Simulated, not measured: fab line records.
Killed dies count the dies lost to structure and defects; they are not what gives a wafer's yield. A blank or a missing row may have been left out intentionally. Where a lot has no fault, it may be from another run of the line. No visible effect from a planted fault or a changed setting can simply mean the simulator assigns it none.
fab line records	flow sky130
record: lots: 12	wafers: 36	last-day: 50
route steps=708 shown METAL4@629 VIA4@659 METAL5@671 PAD_OPEN@708
lots that met no fault: from a run of the same line without faults
start-h: the number of hours between the record's first day and the start of the first shown wafer of the lot	wait-h: time in hours since the lot's previous step	" same as the row above	L1.1+2: a row that stands for several wafers	- no value, or no start was given	* or withheld: withheld	< > ~ a bound
route shown NAME@n: NAME is a module with steps in the file, n the number in the route of the first one	usual: mean/standard deviation taken from wafers without a fault	same: alike in all rows	chamber/n: place in a boat	sites: per-site readings	_std_site: standard deviation across them	_edge_site: mean of outer sites minus mean of inner sites	radius-mm: for every site, how far away it sits from the centre of the wafer	mask NAME#n: copy n	behind: the tool/chamber that last shaped the wafer	hold: why the lot was held/for how many hours/how that ended	device: the n, p or np transistor that did not switch	end of line: the route-end tests of the same wafers	where a step has no rows: the recipe by itself	killed: dies that structure and defects cost at the first sort, which is not the same as the wafer's yield	map: shows each die of a wafer: x if killed, . if not, _ if none is there
set.NAME: the run value of the setting; set.NAME@STEP: its run value at that earlier step	model.NAME: the simulator's own value behind a step, which no gauge read
one table for each step of the route and one row for each wafer, over a sample of lots
services: when a tool's chamber went out of use (start-h, in hours from the record's first day, below 0 if earlier), for how many hours, and the reason
== steps ==
step: SKY_METAL4_CD_MEAS_13
recipe: target-cd-nm: 300
usual: cd-nm: 300.4/1.3
lot.wafer	tool	chamber	start-h	wait-h	cd-nm
L816.1	cd-sem-02	-	1000.39	-	302.9
L816.3	"	-	"	"	302.6
L816.5	"	-	"	"	301.8
L819.2	cd-sem-01	-	1013.86	-	301.1
L819.5	"	-	"	"	299.9
L819.6	"	-	"	"	302.0
L821.2	cd-sem-02	-	1034.52	-	298.7
L821.3	"	-	"	"	298.5
L821.4	"	-	"	"	298.9
L822.2	cd-sem-01	-	1036.99	-	302.5
L822.4	"	-	"	"	300.9
L822.5	"	-	"	"	303.2
L823.4	cd-sem-01	-	1038.96	-	301.5
L823.5	"	-	"	"	300.3
L823.6	"	-	"	"	300.2
L828.3	cd-sem-01	-	1069.48	-	301.0
L828.4	"	-	"	"	300.6
L828.6	"	-	"	"	301.4
L829.2	cd-sem-01	-	1078.47	-	300.3
L829.3	"	-	"	"	300.2
L829.5	"	-	"	"	301.2
L832.4	cd-sem-01	-	1096.95	-	302.1
L832.5	"	-	"	"	302.0
L832.6	"	-	"	"	301.4
L834.1	cd-sem-02	-	1105.45	-	300.7
L834.2	"	-	"	"	300.6
L834.4	"	-	"	"	299.9
L835.1	cd-sem-02	-	1111.42	-	299.1
L835.5	"	-	"	"	300.1
L835.6	"	-	"	"	299.1
L836.3	cd-sem-02	-	1114.06	-	299.2
L836.5	"	-	"	"	300.1
L836.6	"	-	"	"	299.4
L837.2	cd-sem-01	-	1122.79	-	300.8
L837.4	"	-	"	"	298.8
L837.5	"	-	"	"	299.5
step: SKY_METAL4_STRIP_19
recipe: chemistry: O2/N2	power-w: 1400	pressure-mtorr: 1500	platen-temp-c: withheld	o2-flow-sccm: 3000	n2-flow-sccm: 300	overash-fraction: 0.5
usual: drypump-motor-current-A: 5.9/0.64	n2-flow-sccm: 300.1/0.93	oes-product-au: 0.503/0.0059	strip-time-to-endpoint-s: 6.55/0.076
lot.wafer	tool	chamber	start-h	wait-h	drypump-motor-current-A	n2-flow-sccm	oes-product-au	rf-hours-counter-h	strip-time-to-endpoint-s
L816.1	plasma-asher-02	1	1000.87	0.1	6.5	301.6	0.500	116	6.50
L816.3	"	0	"	"	5.8	299.2	0.502	-	6.49
L816.5	"	1	"	"	6.5	302.0	0.502	-	6.55
L819.2	plasma-asher-02	1	1014.32	0.1	6.4	299.2	0.501	117	6.61
L819.5	"	0	"	"	5.8	298.8	0.485	-	6.39
L819.6	"	1	"	"	6.4	298.9	0.508	-	6.67
L821.2	plasma-asher-04	0	1034.98	0.1	5.1	300.8	0.512	60	6.63
L821.3	"	1	"	"	6.7	301.2	0.505	-	6.64
L821.4	"	0	"	"	5.1	301.0	0.505	-	6.58
L822.2	plasma-asher-02	0	1037.45	0.1	5.8	299.3	0.511	120	6.52
L822.4	"	0	"	"	5.8	299.0	0.492	-	6.41
L822.5	"	0	"	"	5.8	299.3	0.505	-	6.46
L823.4	plasma-asher-04	0	1039.54	0.1	5.1	300.5	0.499	-	6.53
L823.5	"	0	"	"	5.1	301.1	0.502	-	6.58
L823.6	"	1	"	"	6.7	300.0	0.512	-	6.68
L828.3	plasma-asher-03	0	1069.95	0.1	6.2	299.9	0.508	-	6.70
L828.4	"	1	"	"	5.3	302.3	0.504	-	6.61
L828.6	"	0	"	"	6.2	299.6	0.503	-	6.65
L829.2	plasma-asher-04	1	1078.93	0.1	6.7	300.8	0.505	66	6.66
L829.3	"	0	"	"	5.1	299.9	0.502	-	6.57
L829.5	"	0	"	"	5.1	300.2	0.507	-	6.69
L832.4	plasma-asher-03	1	1097.40	0.1	5.3	298.7	0.501	-	6.65
L832.5	"	1	"	"	5.3	300.6	0.503	-	6.57
L832.6	"	0	"	"	6.2	299.8	0.500	-	6.62
L834.1	plasma-asher-03	1	1105.93	0.1	5.3	300.4	0.507	98	6.54
L834.2	"	0	"	"	6.2	299.4	0.493	98	6.39
L834.4	"	0	"	"	6.2	298.9	0.497	-	6.42
L835.1	plasma-asher-04	0	1111.90	0.1	5.1	300.5	0.507	70	6.57
L835.5	"	1	"	"	6.7	299.5	0.500	-	6.60
L835.6	"	0	"	"	5.2	298.6	0.504	-	6.48
L836.3	plasma-asher-04	1	1114.54	0.1	6.7	301.1	0.495	-	6.49
L836.5	"	1	"	"	6.7	300.3	0.484	-	6.42
L836.6	"	0	"	"	5.1	299.3	0.505	-	6.59
L837.2	plasma-asher-04	0	1123.25	0.1	5.1	299.7	0.506	71	6.55
L837.4	"	0	"	"	5.1	300.1	0.498	-	6.62
L837.5	"	0	"	"	5.1	299.5	0.508	-	6.49
step: SKY_VIA4_THK_MEAS_20
recipe: thk-meas-gauge: xrf	reads: W_of_VIA4_CVD_18
usual: VIA4_W_THK: 503/9.5
lot.wafer	tool	chamber	start-h	wait-h	VIA4_W_THK[nm]
L816.1	film-metro-01	-	1025.77	0.1	502
L816.3	"	-	"	"	490
L816.5	"	-	"	"	492
L819.2	film-metro-02	-	1039.31	0.1	516
L819.5	"	-	"	"	501
L819.6	"	-	"	"	518
L821.2	film-metro-04	-	1059.08	0.1	497
L821.3	"	-	"	"	501
L821.4	"	-	"	"	522
L822.2	film-metro-01	-	1060.93	0.1	511
L822.4	"	-	"	"	506
L822.5	"	-	"	"	495
L823.4	film-metro-04	-	1063.41	0.1	511
L823.5	"	-	"	"	504
L823.6	"	-	"	"	510
L828.3	film-metro-02	-	1092.35	0.1	498
L828.4	"	-	"	"	518
L828.6	"	-	"	"	513
L829.2	film-metro-02	-	1101.94	0.1	515
L829.3	"	-	"	"	497
L829.5	"	-	"	"	497
L832.4	film-metro-04	-	1119.98	0.1	511
L832.5	"	-	"	"	506
L832.6	"	-	"	"	491
L834.1	film-metro-01	-	1128.08	0.1	495
L834.2	"	-	"	"	507
L834.4	"	-	"	"	499
L835.1	film-metro-02	-	1133.02	0.1	494
L835.5	"	-	"	"	514
L835.6	"	-	"	"	494
L836.3	film-metro-04	-	1136.57	0.1	496
L836.5	"	-	"	"	499
L836.6	"	-	"	"	499
L837.2	film-metro-04	-	1145.14	0.1	490
L837.4	"	-	"	"	501
L837.5	"	-	"	"	494
step: SKY_METAL5_SOFTBAKE_10
recipe: temp-c: 90	time-s: 60	resist: NOVOLAK
usual: heater-power-total-W: 56.59/0.045	plate-temp-C: 90.02/0.13
lot.wafer	tool	chamber	start-h	wait-h	heater-power-total-W	plate-temp-C
L816.1	litho-track-02	0	1037.71	0.1	56.60	90.00
L816.3	"	0	"	"	56.61	89.92
L816.5	"	0	"	"	56.54	90.07
L819.2	litho-track-03	0	1051.04	0.1	56.60	90.12
L819.5	"	0	"	"	56.61	89.94
L819.6	"	0	"	"	56.60	89.97
L821.2	litho-track-02	0	1070.89	0.1	56.61	90.11
L821.3	"	0	"	"	56.53	89.98
L821.4	"	0	"	"	56.60	90.03
L822.2	litho-track-03	0	1072.65	0.1	56.65	90.13
L822.4	"	0	"	"	56.57	90.12
L822.5	"	0	"	"	56.56	90.32
L823.4	litho-track-04	0	1074.81	0.1	56.63	90.00
L823.5	"	0	"	"	56.49	90.04
L823.6	"	0	"	"	56.59	89.89
L828.3	litho-track-04	0	1103.44	0.1	56.52	90.05
L828.4	"	0	"	"	56.59	90.12
L828.6	"	0	"	"	56.69	90.25
L829.2	litho-track-04	0	1112.66	0.1	58.09	91.77
L829.3	"	0	"	"	58.06	91.64
L829.5	"	0	"	"	57.84	91.70
L832.4	litho-track-04	0	1130.11	0.1	57.99	91.54
L832.5	"	0	"	"	58.04	91.75
L832.6	"	0	"	"	58.07	91.61
L834.1	litho-track-02	0	1138.16	0.1	56.62	90.17
L834.2	"	0	"	"	56.63	90.04
L834.4	"	0	"	"	56.64	90.22
L835.1	litho-track-02	0	1143.61	0.1	56.63	90.20
L835.5	"	0	"	"	56.56	89.98
L835.6	"	0	"	"	56.59	90.19
L836.3	litho-track-02	0	1146.26	0.1	56.60	89.86
L836.5	"	0	"	"	56.58	90.18
L836.6	"	0	"	"	56.61	89.96
L837.2	litho-track-02	0	1154.49	0.1	56.54	90.09
L837.4	"	0	"	"	56.64	89.86
L837.5	"	0	"	"	56.57	89.97
step: SKY_PAD_OPEN_PROBE_99
usual: defect-limited-yield: 82.4/2	killed_at_M0_to_M3: 44/7.4	killed_at_M4_up: 3.1/1.8	killed-at-contacts: 24/5.6	killed-at-front-end: 15/4.9	killed-at-other: 0.4/0.59	killed-dies: 87/9.8	killed-open: 47/7.2	killed-short: 39/6.8	sort_bin_3_pad_short: 0.9/0.41	sort_bin_5_function: 10.3/1.6	sort_bin_6_memory: 6.5/1.1	sort-n-pass: 405/9.8	sort-yield-pct: 82.4/2
same: gross-dies: 492	killed-at-back-side: 0	sort_bin_4_leakage[%]: 0	sort_bin_8_speed[%]: 0
lot.wafer	tool	chamber	start-h	wait-h	defect-limited-yield[%]	killed_at_M0_to_M3	killed_at_M4_up	killed-at-contacts	killed-at-front-end	killed-at-other	killed-dies	killed-open	killed-short	sort_bin_3_pad_short[%]	sort_bin_5_function[%]	sort_bin_6_memory[%]	sort-n-pass	sort-yield-pct[%]
L819.2	prober-02	-	1109.14	0.1	82.9	35	5	24	18	2	84	38	45	1.2	9.8	6.1	408	82.9
L819.5	prober-02	-	1109.29	0.2	83.1	41	7	13	21	1	83	38	43	0.4	10.4	6.1	409	83.1
L819.6	prober-02	-	1109.34	0.2	82.9	55	4	16	8	1	84	47	36	1.2	9.1	6.7	408	82.9
L821.2	prober-02	-	1126.00	0.1	79.5	55	3	20	23	0	101	67	33	0.4	11.8	8.3	391	79.5
L821.3	prober-02	-	1126.05	0.2	81.5	51	4	21	15	0	91	36	52	1.0	10.2	7.3	401	81.5
L821.4	prober-02	-	1126.10	0.2	83.1	47	2	16	18	0	83	49	34	0.6	9.1	7.1	409	83.1
L828.3	prober-01	-	1155.52	0.2	82.3	48	4	28	7	0	87	44	43	1.2	10.8	5.7	405	82.3
L828.4	prober-01	-	1155.57	0.2	78.5	65	7	21	13	0	106	67	39	0.6	13.4	7.5	386	78.5
L828.6	prober-01	-	1155.67	0.2	80.1	56	1	24	17	0	98	55	43	1.0	11.6	7.3	394	80.1
L829.2	prober-02	-	1163.36	0.1	80.7	48	2	14	31	0	95	51	42	1.0	12.2	6.1	397	80.7
L829.3	prober-02	-	1163.41	0.2	79.7	51	3	23	23	0	100	53	45	0.8	12.8	6.7	392	79.7
L829.5	prober-02	-	1163.51	0.2	80.9	39	0	35	20	0	94	46	48	0.4	11.8	6.9	398	80.9
L834.1	prober-01	-	1184.69	0.1	85.8	33	3	25	9	0	70	36	33	0.6	8.3	5.3	422	85.8
L834.2	prober-01	-	1184.74	0.1	80.9	45	5	29	15	0	94	60	34	1.2	12.0	5.9	398	80.9
L834.4	prober-01	-	1184.84	0.2	82.7	42	3	25	14	1	85	40	45	1.2	8.7	7.3	407	82.7
L837.2	prober-01	-	1199.34	0.1	84.1	45	3	16	14	0	78	44	34	0.4	10.4	5.1	414	84.1
L837.4	prober-01	-	1199.44	0.2	83.9	40	2	23	13	1	79	37	42	0.8	9.1	6.1	413	83.9
L837.5	prober-01	-	1199.49	0.2	82.9	40	5	30	9	0	84	53	31	0.4	10.2	6.5	408	82.9
killed by level:class
L819.2 VIA1:geometric-particle:open=8 LI_CONTACT:geometric-particle:open=8 METAL1:geometric-particle:short=7 POLY_GATE:geometric-particle:short=5 POLY_GATE:geometric-particle:open=5 CONTACT:geometric-particle:open=5 CONTACT:geometric-particle:short=5 METAL4:geometric-particle:short=5
L819.5 VIA1:geometric-particle:open=9 METAL1:geometric-particle:short=6 POLY_GATE:geometric-particle:open=5 CONTACT:geometric-particle:open=5 VIA2:geometric-particle:short=5 VIA3:geometric-particle:open=5 FIELD_ISO:geometric-particle:open=4 FIELD_ISO:geometric-particle:short=4
L819.6 VIA2:geometric-particle:open=12 VIA1:geometric-particle:open=9 METAL2:geometric-particle:short=9 METAL1:geometric-particle:short=6 POLY_GATE:geometric-particle:open=5 VIA3:geometric-particle:open=5 LI_CONTACT:geometric-particle:short=4 LOCAL_INTERCONNECT:geometric-particle:short=4
L821.2 VIA1:geometric-particle:open=14 VIA2:geometric-particle:open=13 VIA3:geometric-particle:open=9 POLY_GATE:geometric-particle:open=8 LI_CONTACT:geometric-particle:open=7 CONTACT:geometric-particle:open=7 POLY_GATE:geometric-particle:short=5 METAL2:geometric-particle:short=5
L821.3 VIA1:geometric-particle:open=9 VIA1:geometric-particle:short=8 POLY_GATE:geometric-particle:short=6 LOCAL_INTERCONNECT:geometric-particle:short=6 CONTACT:geometric-particle:open=6 METAL1:geometric-particle:short=5 METAL2:geometric-particle:short=5 POLY_GATE:geometric-particle:open=4
L821.4 VIA2:geometric-particle:open=14 VIA1:geometric-particle:open=10 LI_CONTACT:geometric-particle:open=6 POLY_GATE:geometric-particle:short=5 FIELD_ISO:geometric-particle:short=4 FIELD_ISO:geometric-particle:open=4 LOCAL_INTERCONNECT:geometric-particle:short=4 VIA1:geometric-particle:short=4
L828.3 CONTACT:geometric-particle:open=11 LI_CONTACT:geometric-particle:open=7 VIA1:geometric-particle:open=7 METAL1:geometric-particle:short=6 METAL2:geometric-particle:short=6 VIA3:geometric-particle:open=6 VIA2:geometric-particle:open=6 VIA1:geometric-particle:short=5
L828.4 VIA1:geometric-particle:open=28 CONTACT:geometric-particle:open=8 VIA3:geometric-particle:open=7 VIA2:geometric-particle:open=7 VIA1:geometric-particle:short=6 METAL4:geometric-particle:short=6 LI_CONTACT:geometric-particle:open=5 CONTACT:geometric-particle:short=5
L828.6 VIA3:geometric-particle:open=11 CONTACT:geometric-particle:open=10 VIA1:geometric-particle:open=10 METAL1:geometric-particle:short=8 POLY_GATE:geometric-particle:open=7 METAL2:geometric-particle:short=6 CONTACT:geometric-particle:short=5 VIA1:geometric-particle:short=5
L829.2 VIA1:geometric-particle:open=17 POLY_GATE:geometric-particle:short=10 POLY_GATE:geometric-particle:open=7 METAL1:geometric-particle:short=6 VIA2:geometric-particle:open=6 FIELD_ISO:geometric-particle:short=5 METAL2:geometric-particle:short=5 SPACER:geometric-particle:open=4
L829.3 LI_CONTACT:geometric-particle:open=11 VIA1:geometric-particle:open=8 FIELD_ISO:geometric-particle:short=7 METAL2:geometric-particle:short=7 CONTACT:geometric-particle:open=6 METAL1:geometric-particle:short=6 VIA3:geometric-particle:open=6 FIELD_ISO:geometric-particle:open=5
L829.5 LI_CONTACT:geometric-particle:open=8 VIA2:geometric-particle:open=8 CONTACT:geometric-particle:short=7 CONTACT:geometric-particle:open=7 POLY_GATE:geometric-particle:short=6 METAL1:geometric-particle:short=6 LI_CONTACT:geometric-particle:short=6 METAL2:geometric-particle:short=6
L834.1 CONTACT:geometric-particle:open=8 LI_CONTACT:geometric-particle:open=6 METAL2:geometric-particle:short=6 VIA3:geometric-particle:open=6 LOCAL_INTERCONNECT:geometric-particle:short=4 CONTACT:geometric-particle:short=4 METAL1:geometric-particle:short=4 VIA1:geometric-particle:open=4
L834.2 CONTACT:geometric-particle:open=14 VIA1:geometric-particle:open=11 VIA2:geometric-particle:open=10 LI_CONTACT:geometric-particle:open=6 VIA3:geometric-particle:open=6 METAL2:geometric-particle:short=5 CONTACT:geometric-particle:short=5 VIA1:geometric-particle:short=5
L834.4 CONTACT:geometric-particle:open=11 VIA1:geometric-particle:open=8 METAL1:geometric-particle:short=7 VIA1:geometric-particle:short=6 FIELD_ISO:geometric-particle:short=5 LOCAL_INTERCONNECT:geometric-particle:short=5 VIA3:geometric-particle:open=4 VIA2:geometric-particle:open=4
L837.2 VIA1:geometric-particle:open=10 VIA1:geometric-particle:short=8 LI_CONTACT:geometric-particle:open=7 CONTACT:geometric-particle:open=7 FIELD_ISO:geometric-particle:open=6 METAL2:geometric-particle:short=6 VIA3:geometric-particle:open=6 METAL1:geometric-particle:short=5
L837.4 VIA1:geometric-particle:open=8 VIA2:geometric-particle:open=6 CONTACT:geometric-particle:open=6 LI_CONTACT:geometric-particle:open=5 LOCAL_INTERCONNECT:geometric-particle:short=5 CONTACT:geometric-particle:short=5 METAL1:geometric-particle:short=5 METAL2:geometric-particle:short=5
L837.5 LI_CONTACT:geometric-particle:open=11 CONTACT:geometric-particle:open=10 VIA2:geometric-particle:open=9 METAL1:geometric-particle:short=6 METAL2:geometric-particle:short=5 FIELD_ISO:geometric-particle:open=4 LOCAL_INTERCONNECT:geometric-particle:short=4 VIA1:geometric-particle:open=4
== services ==
tool	chamber	start-h	hours	kind
plasma-asher-02	-	1042.88	81.5	repair
plasma-asher-02	-	1124.39	9.0	pm
plasma-asher-02	0	1124.39	9.0	vent-cycle
plasma-asher-02	1	1124.39	9.0	vent-cycle
plasma-asher-02	0	1133.39	-	clean
plasma-asher-02	1	1133.39	-	clean
== key ==
first-sign: step: SKY_METAL5_SOFTBAKE_10	reading: heater-power-total-W	direction: up	sigmas: 32	usual: *	struck: *
effect: step: SKY_METAL5_SOFTBAKE_10	reading: plate-temp-C	direction: up	sigmas: 13	usual: *	struck: *
met-at SKY_METAL5_SOFTBAKE_10
struck-lots L829,L832
not-acting-at SKY_METAL4_CD_MEAS_13,SKY_METAL4_STRIP_19,SKY_VIA4_THK_MEAS_20
onset-between 1103.44 1112.66
fault: kind: process-parameter-drift	tool: litho-track-04	chamber: -	onset-h: 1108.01	steps: SKY_METAL5_SOFTBAKE_10	channel: temp-c	offset: *	shape: step	end-h: 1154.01	acts-in: *	stated: *
